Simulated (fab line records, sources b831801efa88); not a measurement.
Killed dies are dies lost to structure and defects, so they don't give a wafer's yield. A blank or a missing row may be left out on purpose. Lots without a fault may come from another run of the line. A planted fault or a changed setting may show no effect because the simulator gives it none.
Which tool did it? | flow gf180mcu | 7 lots, 21 wafers sampled, at 4 steps of a route of 602

WHAT THE GAUGES READ, wafer by wafer
GF_V3_BOW_MEAS_05.
lot  | measured     | on            | V3_BOW (um)
L565 | day 21 20:35 | film_metro-03 | 122 124 122
L569 | day 23 09:08 | film_metro-03 | 106 107 110
L571 | day 24 07:09 | film_metro-03 | 100 98 89
L573 | day 24 17:28 | film_metro-03 | 127 120 121
L575 | day 25 14:05 | film_metro-03 | 110 122 110
L583 | day 27 17:29 | film_metro-03 | 90 96 96
L586 | day 28 17:17 | film_metro-02 | 124 125 130

WHICH TOOL RAN EACH LOT (tool, then ch and the chambers of the sampled wafers, then the start)
lot  | GF_V2_CVD_02                    | GF_M3_METAL_ETCH_16               | GF_V3_CVD_00
L565 | pecvd-02 ch 0, day 19 17:04     | rie_metal-01 ch 0,1, day 21 19:22 | hdpcvd-01 ch 0,2, day 21 20:02
L569 | pecvd-02 ch 0,1,2, day 21 06:23 | rie_metal-03 ch 0,1, day 23 07:29 | hdpcvd-01 ch 0,1, day 23 08:32
L571 | pecvd-02 ch 0,2, day 22 05:22   | rie_metal-03 ch 0, day 24 05:32   | hdpcvd-02 ch 0,1,2, day 24 06:33
L573 | pecvd-02 ch 1,2, day 22 16:36   | rie_metal-03 ch 0,1, day 24 16:16 | hdpcvd-01 ch 0,1,2, day 24 16:55
L575 | pecvd-01 ch 0,2, day 23 15:23   | rie_metal-03 ch 0,1, day 25 12:45 | hdpcvd-02 ch 0,1,2, day 25 13:31
L583 | pecvd-04 ch 0,1,2, day 25 21:14 | rie_metal-02 ch 0,1, day 27 16:15 | hdpcvd-02 ch 0,2, day 27 16:56
L586 | pecvd-04 ch 0,2, day 26 21:10   | rie_metal-02 ch 0,1, day 28 15:46 | hdpcvd-02 ch 0,1, day 28 16:26
- GF_V2_CVD_02: deposits SiO2 from TEOS, target thk 850 nm, time 94.851 s.
- GF_M3_METAL_ETCH_16: etches the open film in Cl2/BCl3, stops on SiO2, target depth 627.5 nm, time 104.6 s.
- GF_V3_CVD_00: deposits SiO2, target thk 600 nm, time 100 s.

THE ANSWER, worked out from the rows above alone
Rule: what is usual is taken from the lots themselves. Put in order of their means at a reading, lots are off if they are a third of the lots or fewer, leave a main group of 4 or more, and stand apart from it by a gap of 3 or more times the standard deviation of the main group's means; of several such gaps the widest counts. A main group whose means are all the same, to the digits that the tables above print for the reading, isn't used. A lot without any number at a reading at which 4 lots or more have one is off too. The other lots that the step has rows for count as sound.
No lot is off at any reading shown: from this, nothing can be told.

WHAT THE SIMULATOR HAD PUT IN
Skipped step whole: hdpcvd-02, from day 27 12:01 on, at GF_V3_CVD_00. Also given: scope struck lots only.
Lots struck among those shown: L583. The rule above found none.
